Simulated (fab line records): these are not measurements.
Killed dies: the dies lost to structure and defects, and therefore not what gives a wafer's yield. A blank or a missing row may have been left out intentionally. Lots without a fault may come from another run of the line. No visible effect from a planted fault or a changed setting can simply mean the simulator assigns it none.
Matching of chambers | flow sky130 | SKY_VIA2_CMP_24 on cmp-01 has 4 sister chambers
The step polishes, stops on SiO2, t overpolish 20 s, target thk 0 nm. 8 wafers are shown with their chamber, then 12 later ones without.

## WAFERS PAIRED WITH THEIR CHAMBERS
wafer  | chamber | motor-current-A (A) | overpolish-run-s (s)
L084.5 | 0       | 9.7                 | 20.009
L087.1 | 1       | 9.9                 | 20.005
L087.4 | 0       | 9.3                 | 20.008
L088.3 | 3       | 12.0                | 20.003
L088.6 | 2       | 12.2                | 20.004
L090.2 | 3       | 12.3                | 19.996
L090.3 | 1       | 11.1                | 19.998
L090.4 | 2       | 11.2                | 20.001

## WAFERS WITHOUT THEIR CHAMBER
wafer  | motor-current-A (A) | overpolish-run-s (s)
L091.1 | 9.7                 | 19.997
L091.2 | 11.4                | 19.992
L091.5 | 11.2                | 20.020
L094.1 | 10.6                | 20.002
L094.3 | 9.9                 | 19.986
L094.4 | 12.7                | 19.983
L096.3 | 10.0                | 19.998
L096.4 | 11.7                | 19.996
L096.5 | 10.6                | 20.017
L095.2 | 9.2                 | 19.972
L095.3 | 12.3                | 19.996
L095.4 | 10.5                | 20.018

## WHICH CHAMBER EACH ONE RAN IN
wafer  | from the rows above               | in truth
L091.1 | can't be placed: 1 or 0 or 2      | 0
L091.2 | can't be placed: 3 or 2 or 1      | 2
L091.5 | can't be placed: 0 or 2 or 1 or 3 | 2
L094.1 | can't be placed: 1 or 2           | 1
L094.3 | can't be placed: 1 or 3 or 2 or 0 | 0
L094.4 | can't be placed: 3 or 2 or 1      | 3
L096.3 | can't be placed: 1 or 0 or 2      | 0
L096.4 | can't be placed: 3 or 2 or 1      | 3
L096.5 | can't be placed: 0 or 1 or 2      | 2
L095.2 | can't be placed: 1 or 3 or 2 or 0 | 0
L095.3 | can't be placed: 3 or 2           | 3
L095.4 | can't be placed: 0 or 1 or 2      | 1
0 of 12 placed correctly. These rows do not allow placing 12 (true chamber among the candidates in 12). 0 placed wrongly.
How it was worked out, from the rows above alone: a wafer's distance from a chamber is the root of the sum, over the readings, of the square of ((its reading less the chamber's mean) divided by the reading's scatter). The wafer belongs to the nearest chamber; if the next one is less than 2 further off, it can't be placed. The mean given for a chamber averages the wafers shown for that chamber. The scatter: take each reading less its chamber's mean, square it, sum over the shown wafers, divide by the number of wafers less the number of chambers, and take the root.
